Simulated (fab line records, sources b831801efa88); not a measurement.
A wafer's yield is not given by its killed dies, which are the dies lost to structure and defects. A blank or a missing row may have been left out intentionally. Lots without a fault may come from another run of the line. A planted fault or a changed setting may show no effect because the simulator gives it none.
fab line records	flow gf180mcu
record: lots: 5	wafers: 23
route steps=602 shown VT_IMPLANT@131 DUAL_GATE@143 POLY_GATE@165 HV_LDD@182 NSD@237 PSD@252
startH: the number of hours between the record's first day and the start of the first shown wafer of the lot	waitH: time in hours since the lot's previous step	" the same as in the row above	L1.1+2: a row that stands for several wafers	- value missing, or start not given	* or withheld: withheld	< > ~ a bound
route shown NAME@n: NAME is a module with steps in the file, n the number in the route of the first one	usual: mean/standard deviation taken from wafers without a fault	same: alike in all rows	chamber/n: place in a boat	sites: each site's reading	_std_site: how widely they spread, as a standard deviation	_edge_site: mean of outer sites minus mean of inner sites	radiusMm: how far each site lies from the wafer's centre	mask NAME#n: copy n	behind: the last tool/chamber to shape the wafer	hold: why the lot went on hold/how many hours it stayed there/how the hold came to an end	device: names the non-switching transistor (n, p or np)	end of line: tests run on the same wafers once the route is complete	for a step that has no rows: nothing shown but its recipe	killed: the dies lost at the first sort to structure and to defects; this is not the yield of the wafer	map: a wafer's dies, x killed, . not, _ none there
set.NAME: the setting the step ran with; set.NAME@STEP: the setting that earlier step ran with	model.NAME: the simulator's own value behind a step, which no gauge read
lots where settings were altered on purpose, with a table for each step and a row for each wafer
== steps ==
step: GF_VT_IMPLANT_IMPLANT_41
recipe: species: As	energyKev: 70	doseCm2: 1.013e+12	tiltDeg: 7
lot.wafer	tool	chamber	startH	waitH	set.energyKev	model.implant.drpNm
L074.2+3+4+5+6	implanter-03	0	156.42	0.0	70	18.17
L076.1+3+6	implanter-02	0	165.50	0.0	70	18.17
L077.1+2+6	implanter-03	0	175.63	0.0	68.49	17.87
L077.4+5	"	0	"	"	70	18.17
L079.2+3	implanter-02	0	187.67	0.0	70	18.17
L079.4+5+6	"	0	"	"	71.17	18.41
L083.1+2	implanter-01	0	218.35	0.0	73.18	18.81
L083.3+4+5	"	0	"	"	70	18.17
step: GF_DUAL_GATE_OXIDATION_02
recipe: tempC: 900	ambient: O2	stabiliseS: 600	purgeS: 300	targetThkA: 108.87	oxTimeS: 1602
lot.wafer	tool	chamber	startH	waitH	set.tempC	model.SiO2_of_DUAL_GATE_OXIDATION_02.thkNm
L074.2+5	-	-	-	0.0	897.3	10.58
L074.3	"	-	"	"	897.3	10.82
L074.4	"	-	"	"	897.3	10.43
L074.6	"	-	"	"	897.3	10.67
L076.1	furnace-02	0	166.62	0.0	900	11.15
L076.3	"	0	"	"	900	11.22
L076.6	"	0	"	"	900	11.1
L077.1	-	-	-	0.4	893.5	9.977
L077.2	"	-	"	"	893.5	9.954
L077.4	"	-	"	"	893.5	10.17
L077.5	"	-	"	"	893.5	10.04
L077.6	"	-	"	"	893.5	10.01
L079.2	-	-	-	1.0	895.7	10.51
L079.3	"	-	"	"	895.7	10.46
L079.4	"	-	"	"	895.7	10.4
L079.5	"	-	"	"	895.7	10.53
L079.6	"	-	"	"	895.7	10.52
L083.1	-	-	-	0.7	900	11.18
L083.2+5	"	-	"	"	900	11.16
L083.3	"	-	"	"	900	10.94
L083.4	"	-	"	"	900	11.05
step: GF_DUAL_GATE_THK_MEAS_03
recipe: reads: SiO2_of_DUAL_GATE_OXIDATION_02
usual: DUAL_GATE_OXIDATION_00_THK: 10.96/0.26
lot.wafer	tool	chamber	startH	waitH	set.tempC@DUAL_GATE_OXIDATION_02	DUAL_GATE_OXIDATION_00_THK[nm]
L074.2	filmMetro-03	-	-	-	897.3	10.61
L074.3	"	-	"	"	897.3	10.80
L074.4	"	-	"	"	897.3	10.43
L074.5	"	-	"	"	897.3	10.57
L074.6	"	-	"	"	897.3	10.70
L076.1	filmMetro-01	-	168.07	0.0	900	11.10
L076.3	"	-	"	"	900	11.18
L076.6	"	-	"	"	900	11.11
L077.1	filmMetro-01	-	-	-	893.5	9.98
L077.2	"	-	"	"	893.5	9.92
L077.4	"	-	"	"	893.5	10.15
L077.5	"	-	"	"	893.5	10.04
L077.6	"	-	"	"	893.5	10.04
L079.2	filmMetro-01	-	-	-	895.7	10.50
L079.3	"	-	"	"	895.7	10.45
L079.4	"	-	"	"	895.7	10.40
L079.5	"	-	"	"	895.7	10.51
L079.6	"	-	"	"	895.7	10.56
L083.1	filmMetro-04	-	-	-	900	11.21
L083.2	"	-	"	"	900	11.10
L083.3	"	-	"	"	900	10.91
L083.4	"	-	"	"	900	11.03
L083.5	"	-	"	"	900	11.21
step: GF_DUAL_GATE_COAT_06
recipe: resist: NOVOLAK	spinRpm: 3000	resistThkNm: 1000
lot.wafer	tool	chamber	startH	waitH	set.spinRpm	model.NOVOLAK_of_DUAL_GATE_COAT_06.thkNm
L074.2	lithoTrack-03	0	166.22	0.1	3000	1002
L074.3	"	0	"	"	3178	967.9
L074.4	"	0	"	"	3178	973.7
L074.5	"	0	"	"	3000	997.8
L074.6	"	0	"	"	3178	972.7
L076.1	lithoTrack-02	0	176.22	0.1	3000	994.5
L076.3	"	0	"	"	3000	999.9
L076.6	"	0	"	"	3000	994.2
L077.1	lithoTrack-03	0	187.15	0.1	3000	1000
L077.2	"	0	"	"	3000	999.1
L077.4	"	0	"	"	3000	1003
L077.5	"	0	"	"	3000	997.7
L077.6	"	0	"	"	3000	999.3
L079.2	lithoTrack-01	0	199.52	0.1	3202	970.3
L079.3	"	0	"	"	3000	1004
L079.4	"	0	"	"	3000	1001
L079.5	"	0	"	"	3202	971.6
L079.6	"	0	"	"	3000	1000
L083.1	lithoTrack-02	0	230.67	0.1	3220	964.8
L083.2	"	0	"	"	3000	999.7
L083.3	"	0	"	"	3220	962.4
L083.4	"	0	"	"	3000	1000
L083.5	"	0	"	"	3220	964.7
step: GF_DUAL_GATE_SOFTBAKE_07
recipe: tempC: 90	timeS: 60	resist: NOVOLAK
step: GF_DUAL_GATE_EXPOSE_08
recipe: maskId: Dualgate	targetCdNm: 700	na: 0.6	sourceShape: conventional	sigmaOuter: 0.6	doseMj: 140
step: GF_DUAL_GATE_WET_ETCH_12
recipe: chemistry: dHF	targetDepthNm: 13	dry: n2Spin	target: SiO2	tempC: 25	dilution: 100:1	timeS: 260
step: GF_DUAL_GATE_STRIP_13
recipe: chemistry: O2/N2	powerW: 1400	pressureMtorr: 1500	platenTempC: 250	o2FlowSccm: 3000	n2FlowSccm: 300	overashFraction: 0.5
usual: stripTimeToEndpointS: 12.626/0.029
lot.wafer	tool	chamber	startH	waitH	set.spinRpm@DUAL_GATE_COAT_06	stripTimeToEndpointS
L074.2	plasmaAsher-03	1	175.46	0.0	3000	12.647
L074.3	"	0	"	"	3178	12.241
L074.4	"	1	"	"	3178	12.327
L074.5	"	1	"	"	3000	12.598
L074.6	"	0	"	"	3178	12.325
L076.1	plasmaAsher-03	1	184.77	0.0	3000	12.553
L076.3	"	1	"	"	3000	12.625
L076.6	"	0	"	"	3000	12.564
L077.1	plasmaAsher-04	1	195.81	0.0	3000	12.650
L077.2	"	0	"	"	3000	12.613
L077.4	"	1	"	"	3000	12.673
L077.5	"	0	"	"	3000	12.605
L077.6	"	1	"	"	3000	12.622
L079.2	plasmaAsher-04	0	208.52	0.0	3202	12.288
L079.3	"	0	"	"	3000	12.679
L079.4	"	1	"	"	3000	12.642
L079.5	"	0	"	"	3202	12.317
L079.6	"	1	"	"	3000	12.632
L083.1	plasmaAsher-04	0	239.91	0.0	3220	12.224
L083.2	"	1	"	"	3000	12.609
L083.3	"	0	"	"	3220	12.191
L083.4	"	1	"	"	3000	12.634
L083.5	"	0	"	"	3220	12.215
step: GF_POLY_GATE_PEB_08
recipe: pebTempC: 135	pebTimeS: 90	resist: KrF
lot.wafer	tool	chamber	startH	waitH	set.pebTempC
L074.2+3+4	lithoTrack-01	0	-	-	133.1
L074.5+6	"	0	"	"	135
L076.1+3+6	lithoTrack-02	0	-	-	135
L077.1+2+4+5+6	lithoTrack-02	0	-	-	135
L079.2+3+4	lithoTrack-02	0	-	-	132.6
L079.5+6	"	0	"	"	135
L083.1+2+3+4+5	lithoTrack-02	0	-	-	135
step: GF_POLY_GATE_DEVELOP_09
recipe: developTimeS: 60	resist: KrF	devTempC: 21
step: GF_POLY_GATE_CD_MEAS_10
recipe: targetCdNm: 280
usual: cdNm: 280.0/1.7
lot.wafer	tool	chamber	startH	waitH	set.pebTempC@POLY_GATE_PEB_08	cdNm
L074.2	cdSem-02	-	196.01	0.1	133.1	289.8
L074.3	"	-	"	"	133.1	288.4
L074.4	"	-	"	"	133.1	289.3
L074.5	"	-	"	"	135	282.9
L074.6	"	-	"	"	135	282.7
L076.1	cdSem-01	-	205.32	0.1	135	278.3
L076.3	"	-	"	"	135	278.5
L076.6	"	-	"	"	135	279.8
L077.1	cdSem-02	-	218.87	0.1	135	281.3
L077.2	"	-	"	"	135	281.2
L077.4	"	-	"	"	135	279.5
L077.5	"	-	"	"	135	279.4
L077.6	"	-	"	"	135	280.7
L079.2	cdSem-01	-	229.79	0.1	132.6	287.5
L079.3	"	-	"	"	132.6	287.5
L079.4	"	-	"	"	132.6	288.2
L079.5	"	-	"	"	135	279.4
L079.6	"	-	"	"	135	281.1
L083.1	cdSem-01	-	261.32	0.1	135	283.3
L083.2	"	-	"	"	135	281.9
L083.3	"	-	"	"	135	281.2
L083.4	"	-	"	"	135	281.7
L083.5	"	-	"	"	135	283.4
step: GF_POLY_GATE_ETCH_12
recipe: chemistry: N2/H2	targetDepthA: withheld	overetchA: withheld	timeS: withheld	target: BARC	ionEnergyEv: 200	sourceW: 500	biasW: 100	pressureMtorr: 30	n2FlowSccm: 100	h2FlowSccm: 200
lot.wafer	tool	chamber	startH	waitH	set.ionEnergyEv	set.pebTempC@POLY_GATE_PEB_08	model.POLY_GATE.cdNm
L074.2	rieDiel-01	2	196.15	0.0	190.2	133.1	290
L074.3	"	1	"	"	200	133.1	287.9
L074.4	"	3	"	"	200	133.1	288.3
L074.5	"	3	"	"	200	135	282.4
L074.6	"	0	"	"	190.2	135	282.6
L076.1	rieDiel-01	3	205.48	0.0	200	135	277
L076.3	"	2	"	"	200	135	278.7
L076.6	"	2	"	"	200	135	279.5
L077.1	rieDiel-04	2	219.03	0.0	200	135	281.5
L077.2	"	0	"	"	200	135	280.3
L077.4	"	3	"	"	200	135	279.7
L077.5	"	3	"	"	222.9	135	279.3
L077.6	"	0	"	"	222.9	135	279.8
L079.2	rieDiel-02	2	229.93	0.0	200	132.6	286.6
L079.3	"	3	"	"	200	132.6	287.4
L079.4	"	0	"	"	193.9	132.6	286.7
L079.5	"	3	"	"	193.9	135	280.6
L079.6	"	0	"	"	200	135	280.4
L083.1	rieDiel-04	1	261.48	0.0	193.7	135	284.1
L083.2	"	0	"	"	193.7	135	280.3
L083.3	"	3	"	"	200	135	281.8
L083.4	"	2	"	"	193.7	135	282.1
L083.5	"	3	"	"	200	135	283.5
step: GF_POLY_GATE_ETCH_13
recipe: target: poly-Si	targetDepthNm: 198.5	stopOn: SiO2	overEtchFrac: 0.403	chemistry: HBr/Cl2	icpW: 400	biasW: 100	pressureMtorr: 10	HBr_flow_sccm: 150	Cl2_flow_sccm: 50	timeS: 69.6
lot.wafer	tool	chamber	startH	waitH	set.pebTempC@POLY_GATE_PEB_08	model.POLY_GATE.cdNm
L074.2+4	rieSi-02	3,2	196.20	-	133.1	289
L074.3	"	1	"	"	133.1	287.1
L074.5	"	3	"	"	135	280.7
L074.6	"	0	"	"	135	284
L076.1	rieSi-01	0	205.53	-	135	277.7
L076.3	"	1	"	"	135	278.3
L076.6	"	2	"	"	135	279.3
L077.1	rieSi-01	1	219.08	-	135	281.3
L077.2	"	0	"	"	135	281.1
L077.4	"	2	"	"	135	278.9
L077.5	"	1	"	"	135	279.4
L077.6	"	0	"	"	135	282.2
L079.2	rieSi-01	0	229.98	-	132.6	288.5
L079.3	"	3	"	"	132.6	287.2
L079.4	"	1	"	"	132.6	286.6
L079.5	"	1	"	"	135	280.2
L079.6	"	2	"	"	135	279.7
L083.1	rieSi-01	0	261.53	-	135	286.5
L083.2	"	3	"	"	135	281.2
L083.3	"	2	"	"	135	281.9
L083.4	"	1	"	"	135	283
L083.5	"	1	"	"	135	284.5
step: GF_HV_LDD_DEVELOP_06
recipe: developTimeS: 60	devTempC: 23
lot.wafer	tool	chamber	startH	waitH	set.developTimeS
L074.2+5+6	lithoTrack-03	0	216.92	0.1	60
L074.3+4	"	0	"	"	57.71
L076.1+3+6	lithoTrack-03	0	225.79	0.1	60
L077.1+5	lithoTrack-04	0	238.46	0.1	52.73
L077.2+4+6	"	0	"	"	60
L079.2+6	lithoTrack-04	0	250.64	0.1	60
L079.3+4+5	"	0	"	"	51.69
L083.1+4+5	lithoTrack-04	0	282.46	0.1	60
L083.2+3	"	0	"	"	55.01
step: GF_HV_LDD_CD_MEAS_07
recipe: targetCdNm: 400
usual: cdNm: 400.0/2.3
lot.wafer	tool	chamber	startH	waitH	set.developTimeS@HV_LDD_DEVELOP_06	cdNm
L074.2	cdSem-02	-	217.07	0.1	60	396.6
L074.3	"	-	"	"	57.71	393.1
L074.4	"	-	"	"	57.71	393.2
L074.5	"	-	"	"	60	393.9
L074.6	"	-	"	"	60	397.3
L076.1	cdSem-02	-	225.94	0.1	60	402.3
L076.3	"	-	"	"	60	400.8
L076.6	"	-	"	"	60	402.8
L077.1	cdSem-02	-	238.61	0.1	52.73	388.6
L077.2	"	-	"	"	60	400.4
L077.4	"	-	"	"	60	402.4
L077.5	"	-	"	"	52.73	387.1
L077.6	"	-	"	"	60	401.6
L079.2	cdSem-01	-	250.78	0.1	60	397.1
L079.3	"	-	"	"	51.69	383.6
L079.4	"	-	"	"	51.69	383.7
L079.5	"	-	"	"	51.69	383.3
L079.6	"	-	"	"	60	398.1
L083.1	cdSem-01	-	282.61	0.1	60	401.8
L083.2	"	-	"	"	55.01	392.3
L083.3	"	-	"	"	55.01	393.4
L083.4	"	-	"	"	60	401.3
L083.5	"	-	"	"	60	402.5
step: GF_HV_LDD_IMPLANT_09
recipe: species: As	energyKev: 40	doseCm2: 1e+14	tiltDeg: 7
lot.wafer	tool	chamber	startH	waitH	set.energyKev	model.implant.rpNm	model.implant.drpNm
L074.2+3+5	implanter-03	0	217.23	0.0	37.65	25.47	11.39
L074.4+6	"	0	"	"	40	26.71	11.92
L076.1+3+6	implanter-04	0	226.10	0.0	40	26.45	11.92
L077.1+2+4+5+6	implanter-03	0	238.77	0.0	40	26.35	11.92
L079.2+4+6	implanter-04	0	250.94	0.0	36.87	25.11	11.21
L079.3+5	"	0	"	"	40	26.78	11.92
L083.1+3+4	implanter-03	0	282.77	0.0	40	27.08	11.92
L083.2+5	"	0	"	"	37.59	25.78	11.38
step: GF_HV_LDD_DEVELOP_18
recipe: developTimeS: 60	devTempC: 23
lot.wafer	tool	chamber	startH	waitH	set.developTimeS
L074.2+5	lithoTrack-03	0	235.42	0.1	60
L074.3+4+6	"	0	"	"	51.78
L076.1+3+6	lithoTrack-03	0	244.39	0.1	60
L077.1+6	lithoTrack-01	0	257.09	0.1	60
L077.2+4+5	"	0	"	"	53.89
L079.2+3+4+5+6	lithoTrack-03	0	270.37	0.1	60
L083.1+4	lithoTrack-01	0	301.84	0.1	55.7
L083.2+3+5	"	0	"	"	60
step: GF_HV_LDD_CD_MEAS_19
recipe: targetCdNm: 400
usual: cdNm: 400.5/2.2
lot.wafer	tool	chamber	startH	waitH	set.developTimeS@HV_LDD_DEVELOP_18	cdNm
L074.2	cdSem-01	-	235.56	0.1	60	398.1
L074.3	"	-	"	"	51.78	384.7
L074.4	"	-	"	"	51.78	383.9
L074.5	"	-	"	"	60	398.5
L074.6	"	-	"	"	51.78	383.7
L076.1	cdSem-01	-	244.54	0.1	60	398.7
L076.3	"	-	"	"	60	397.5
L076.6	"	-	"	"	60	397.6
L077.1	cdSem-02	-	257.24	0.1	60	402.9
L077.2	"	-	"	"	53.89	394.3
L077.4	"	-	"	"	53.89	391.6
L077.5	"	-	"	"	53.89	392.8
L077.6	"	-	"	"	60	401.2
L079.2	cdSem-02	-	270.51	0.1	60	399.0
L079.3	"	-	"	"	60	398.0
L079.4	"	-	"	"	60	397.6
L079.5	"	-	"	"	60	397.7
L079.6	"	-	"	"	60	397.9
L083.1	cdSem-02	-	301.99	0.1	55.7	390.2
L083.2	"	-	"	"	60	397.5
L083.3	"	-	"	"	60	396.9
L083.4	"	-	"	"	55.7	393.9
L083.5	"	-	"	"	60	398.3
step: GF_HV_LDD_DEVELOP_30
recipe: developTimeS: 60	devTempC: 23
lot.wafer	tool	chamber	startH	waitH	set.devTempC
L074.2+4	lithoTrack-04	0	254.24	0.1	23
L074.3+5+6	"	0	"	"	25
L076.1+3+6	lithoTrack-03	0	262.59	0.1	23
L077.1+4	lithoTrack-03	0	276.24	0.1	24.16
L077.2+5+6	"	0	"	"	23
L079.2+4+5	lithoTrack-03	0	290.42	0.1	21.42
L079.3+6	"	0	"	"	23
L083.1+5	lithoTrack-03	0	322.69	0.1	23
L083.2+3+4	"	0	"	"	24.17
step: GF_HV_LDD_CD_MEAS_31
recipe: targetCdNm: 400
usual: cdNm: 399.7/2.2
lot.wafer	tool	chamber	startH	waitH	set.devTempC@HV_LDD_DEVELOP_30	cdNm
L074.2	cdSem-01	-	254.38	0.1	23	394.9
L074.3	"	-	"	"	25	388.6
L074.4	"	-	"	"	23	396.2
L074.5	"	-	"	"	25	387.1
L074.6	"	-	"	"	25	387.4
L076.1	cdSem-01	-	262.74	0.1	23	403.2
L076.3	"	-	"	"	23	400.4
L076.6	"	-	"	"	23	402.5
L077.1	cdSem-02	-	276.39	0.1	24.16	392.5
L077.2	"	-	"	"	23	401.3
L077.4	"	-	"	"	24.16	393.0
L077.5	"	-	"	"	23	398.3
L077.6	"	-	"	"	23	400.4
L079.2	cdSem-02	-	290.56	0.1	21.42	404.1
L079.3	"	-	"	"	23	398.4
L079.4	"	-	"	"	21.42	405.6
L079.5	"	-	"	"	21.42	405.4
L079.6	"	-	"	"	23	397.9
L083.1	cdSem-01	-	322.84	0.1	23	397.5
L083.2	"	-	"	"	24.17	395.0
L083.3	"	-	"	"	24.17	394.0
L083.4	"	-	"	"	24.17	393.7
L083.5	"	-	"	"	23	398.9
step: GF_NSD_COAT_02
recipe: resist: NOVOLAK	spinRpm: 3000	resistThkNm: 1000
lot.wafer	tool	chamber	startH	waitH	set.spinRpm	model.NOVOLAK_of_NSD_COAT_02.thkNm
L074.2	lithoTrack-02	0	286.85	0.1	3000	1005
L074.3	"	0	"	"	3000	1003
L074.4+5	"	0	"	"	3000	1001
L074.6	"	0	"	"	3000	1002
L076.1	lithoTrack-02	0	296.07	0.1	3000	997.7
L076.3	"	0	"	"	3000	1001
L076.6	"	0	"	"	3000	996.6
L077.1	lithoTrack-03	0	310.84	0.1	3000	996.8
L077.2	"	0	"	"	3000	997.7
L077.4	"	0	"	"	3000	998.1
L077.5	"	0	"	"	3000	996.7
L077.6	"	0	"	"	3000	999.2
L079.2	lithoTrack-04	0	325.23	0.1	3090	984.6
L079.3	"	0	"	"	3090	982.4
L079.4	"	0	"	"	3000	1001
L079.5	"	0	"	"	3000	998.5
L079.6	"	0	"	"	3090	985.2
L083.1+3	lithoTrack-02	0	358.62	0.1	2784	1041
L083.2	"	0	"	"	3000	997.3
L083.4	"	0	"	"	3000	1001
L083.5	"	0	"	"	2784	1040
step: GF_NSD_IMPLANT_10
recipe: species: P	energyKev: 40	doseCm2: 5e+14	tiltDeg: 7
lot.wafer	tool	chamber	startH	waitH	set.tiltDeg
L074.2+4+5	implanter-04	0	297.07	0.1	6.074
L074.3+6	"	0	"	"	7
L076.1+3+6	implanter-04	0	306.27	0.1	7
L077.1+4+6	implanter-01	0	321.72	0.1	8.365
L077.2+5	"	0	"	"	7
L079.2+3	implanter-02	0	336.59	0.1	5.709
L079.4+5+6	"	0	"	"	7
L083.1+3+4	implanter-01	0	370.60	0.1	8.152
L083.2+5	"	0	"	"	7
step: GF_NSD_STRIP_11
recipe: chemistry: O2/N2	powerW: 1400	pressureMtorr: 1500	platenTempC: 250	o2FlowSccm: 3000	n2FlowSccm: 300	overashFraction: 0.5
usual: stripTimeToEndpointS: 22.97/0.043
lot.wafer	tool	chamber	startH	waitH	set.spinRpm@NSD_COAT_02	stripTimeToEndpointS
L074.2	plasmaAsher-01	0	297.20	0.1	3000	23.02
L074.3	"	1	"	"	3000	22.99
L074.4	"	0	"	"	3000	22.96
L074.5	"	0	"	"	3000	22.97
L074.6	"	1	"	"	3000	23.01
L076.1	plasmaAsher-03	0	306.42	0.1	3000	22.95
L076.3	"	1	"	"	3000	22.97
L076.6	"	1	"	"	3000	22.93
L077.1	plasmaAsher-02	0	321.87	0.1	3000	22.93
L077.2	"	1	"	"	3000	22.96
L077.4	"	0	"	"	3000	22.94
L077.5	"	1	"	"	3000	22.92
L077.6	"	0	"	"	3000	22.96
L079.2	plasmaAsher-03	1	336.71	0.1	3090	22.85
L079.3	"	0	"	"	3090	22.79
L079.4	"	1	"	"	3000	23.02
L079.5	"	1	"	"	3000	22.98
L079.6	"	0	"	"	3090	22.84
L083.1	plasmaAsher-02	1	370.75	0.1	2784	23.44
L083.2	"	0	"	"	3000	22.93
L083.3	"	0	"	"	2784	23.44
L083.4	"	1	"	"	3000	22.98
L083.5	"	0	"	"	2784	23.43
step: GF_PSD_EXPOSE_04
recipe: maskId: Pplus	targetCdNm: 400	na: 0.6	sourceShape: conventional	sigmaOuter: 0.6	doseMj: 140
lot.wafer	tool	chamber	startH	waitH	mask	set.doseMj
L074.2+3+6	ilineStepper-01	0	-	-	Pplus#0	130.7
L074.4+5	"	0	"	"	Pplus#0	140
L076.1+3+6	ilineStepper-01	0	-	-	Pplus#0	140
L077.1+6	ilineStepper-01	0	-	-	Pplus#0	133.8
L077.2+4+5	"	0	"	"	Pplus#0	140
L079.2+4	ilineStepper-01	0	-	-	Pplus#0	136.2
L079.3+5+6	"	0	"	"	Pplus#0	140
L083.1+5	ilineStepper-02	0	-	-	Pplus#0	140
L083.2+3+4	"	0	"	"	Pplus#0	142.7
step: GF_PSD_PEB_05
recipe: tempC: withheld	timeS: *	resist: NOVOLAK
step: GF_PSD_DEVELOP_06
recipe: developTimeS: 60	devTempC: 23
step: GF_PSD_CD_MEAS_07
recipe: targetCdNm: 400
usual: cdNm: 400.5/2.5
lot.wafer	tool	chamber	startH	waitH	set.doseMj@PSD_EXPOSE_04	cdNm
L074.2	cdSem-02	-	317.01	0.1	130.7	379.7
L074.3	"	-	"	"	130.7	379.0
L074.4	"	-	"	"	140	399.3
L074.5	"	-	"	"	140	396.5
L074.6	"	-	"	"	130.7	378.3
L076.1	cdSem-01	-	326.59	0.1	140	401.4
L076.3	"	-	"	"	140	398.7
L076.6	"	-	"	"	140	399.6
L077.1	cdSem-02	-	342.84	0.1	133.8	391.1
L077.2	"	-	"	"	140	403.6
L077.4	"	-	"	"	140	403.9
L077.5	"	-	"	"	140	403.7
L077.6	"	-	"	"	133.8	389.7
L079.2	cdSem-01	-	357.91	0.1	136.2	390.6
L079.3	"	-	"	"	140	399.8
L079.4	"	-	"	"	136.2	393.9
L079.5	"	-	"	"	140	399.6
L079.6	"	-	"	"	140	400.5
L083.1	cdSem-01	-	393.24	0.1	140	398.2
L083.2	"	-	"	"	142.7	402.5
L083.3	"	-	"	"	142.7	401.9
L083.4	"	-	"	"	142.7	401.9
L083.5	"	-	"	"	140	395.7
== key ==
split: step: GF_VT_IMPLANT_IMPLANT_41	setting: energyKev	stated: 70	by: wafer
response: step: GF_VT_IMPLANT_IMPLANT_41	reading: model.implant.drpNm	change: +0.14	per: 1%	r: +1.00
split: step: GF_DUAL_GATE_OXIDATION_02	setting: tempC	stated: 900	by: lot
response: step: GF_DUAL_GATE_OXIDATION_02	reading: model.SiO2_of_DUAL_GATE_OXIDATION_02.thkNm	change: +1.47	per: 1%	r: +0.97
response: step: GF_DUAL_GATE_THK_MEAS_03	reading: DUAL_GATE_OXIDATION_00_THK	change: +1.45	per: 1%	r: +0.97
split: step: GF_DUAL_GATE_COAT_06	setting: spinRpm	stated: 3000	by: wafer
response: step: GF_DUAL_GATE_COAT_06	reading: model.NOVOLAK_of_DUAL_GATE_COAT_06.thkNm	change: -4.76	per: 1%	r: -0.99
response: step: GF_DUAL_GATE_STRIP_13	reading: stripTimeToEndpointS	change: *	per: 1%	r: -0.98
split: step: GF_POLY_GATE_PEB_08	setting: pebTempC	stated: 135	by: wafer
response: step: GF_POLY_GATE_CD_MEAS_10	reading: cdNm	change: -4.35	per: 1%	r: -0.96
response: step: GF_POLY_GATE_ETCH_12	reading: model.POLY_GATE.cdNm	change: -3.93	per: 1%	r: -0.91
response: step: GF_POLY_GATE_ETCH_13	reading: model.POLY_GATE.cdNm	change: -4.23	per: 1%	r: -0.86
split: step: GF_POLY_GATE_ETCH_12	setting: ionEnergyEv	stated: 200	by: wafer
response none clear
split: step: GF_HV_LDD_DEVELOP_06	setting: developTimeS	stated: 60	by: wafer
response: step: GF_HV_LDD_CD_MEAS_07	reading: cdNm	change: +1.05	per: 1%	r: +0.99
split: step: GF_HV_LDD_IMPLANT_09	setting: energyKev	stated: 40	by: wafer
response: step: GF_HV_LDD_IMPLANT_09	reading: model.implant.rpNm	change: +0.214	per: 1%	r: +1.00
response: step: GF_HV_LDD_IMPLANT_09	reading: model.implant.drpNm	change: +0.0901	per: 1%	r: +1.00
split: step: GF_HV_LDD_DEVELOP_18	setting: developTimeS	stated: 60	by: wafer
response: step: GF_HV_LDD_CD_MEAS_19	reading: cdNm	change: +0.953	per: 1%	r: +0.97
split: step: GF_HV_LDD_DEVELOP_30	setting: devTempC	stated: 23	by: wafer
response: step: GF_HV_LDD_CD_MEAS_31	reading: cdNm	change: -0.99	per: 1%	r: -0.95
split: step: GF_NSD_COAT_02	setting: spinRpm	stated: 3000	by: wafer
response: step: GF_NSD_COAT_02	reading: model.NOVOLAK_of_NSD_COAT_02.thkNm	change: -5.65	per: 1%	r: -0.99
response: step: GF_NSD_STRIP_11	reading: stripTimeToEndpointS	change: *	per: 1%	r: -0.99
split: step: GF_NSD_IMPLANT_10	setting: tiltDeg	stated: 7	by: wafer
response none clear
split: step: GF_PSD_EXPOSE_04	setting: doseMj	stated: 140	by: wafer
response: step: GF_PSD_CD_MEAS_07	reading: cdNm	change: +2.89	per: 1%	r: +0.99
